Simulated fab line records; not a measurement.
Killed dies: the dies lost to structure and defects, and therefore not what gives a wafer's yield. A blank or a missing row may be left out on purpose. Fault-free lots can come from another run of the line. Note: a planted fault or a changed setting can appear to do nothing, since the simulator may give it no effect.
Matching of chambers	flow gf180mcu	GF_SAB_ETCH_11 on rie_diel-04 has 4 sister chambers
The step etches SiO2 in C4F8/O2/Ar, target depth 55 nm, time 8.5 s. 4 wafers are shown with their chamber, then 7 later ones without.

## EACH WAFER AND ITS CHAMBER
wafer	chamber	oes_product_au (a.u.)
L091.2	2	1.001
L091.6	0	0.994
L092.1	3	1.008
L092.2	1	0.997

## WAFERS MISSING THEIR CHAMBER
wafer	oes_product_au (a.u.)
L092.6	1.002
L093.1	0.998
L093.3	1.011
L093.5	0.988
L094.1	1.000
L094.4	1.008
L094.6	1.013

## WHICH CHAMBER EACH ONE RAN IN
wafer	from the rows above	in truth
L092.6	can't be placed: 2 or 1 or 3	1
L093.1	can't be placed: 1 or 2 or 0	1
L093.3	3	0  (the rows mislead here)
L093.5	can't be placed: 0 or 1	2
L094.1	can't be placed: 2 or 1 or 0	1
L094.4	3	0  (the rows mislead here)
L094.6	3	3
1 of 7 placed correctly. From these rows, 4 cannot be placed; in 3 the true chamber is one of the candidates. Placed wrongly: 2.
How it was worked out, from the rows above alone: a wafer's distance from a chamber is the root of the sum, over the readings, of the square of ((its reading less the chamber's mean) divided by the reading's scatter). The wafer belongs to the nearest chamber; if the next one is less than 2 further off, it can't be placed. A chamber's mean is the mean of its shown wafers. The scatter (one wafer shown for each chamber): square how far every hidden wafer sits from the nearest shown wafer, average those squares and take the square root.
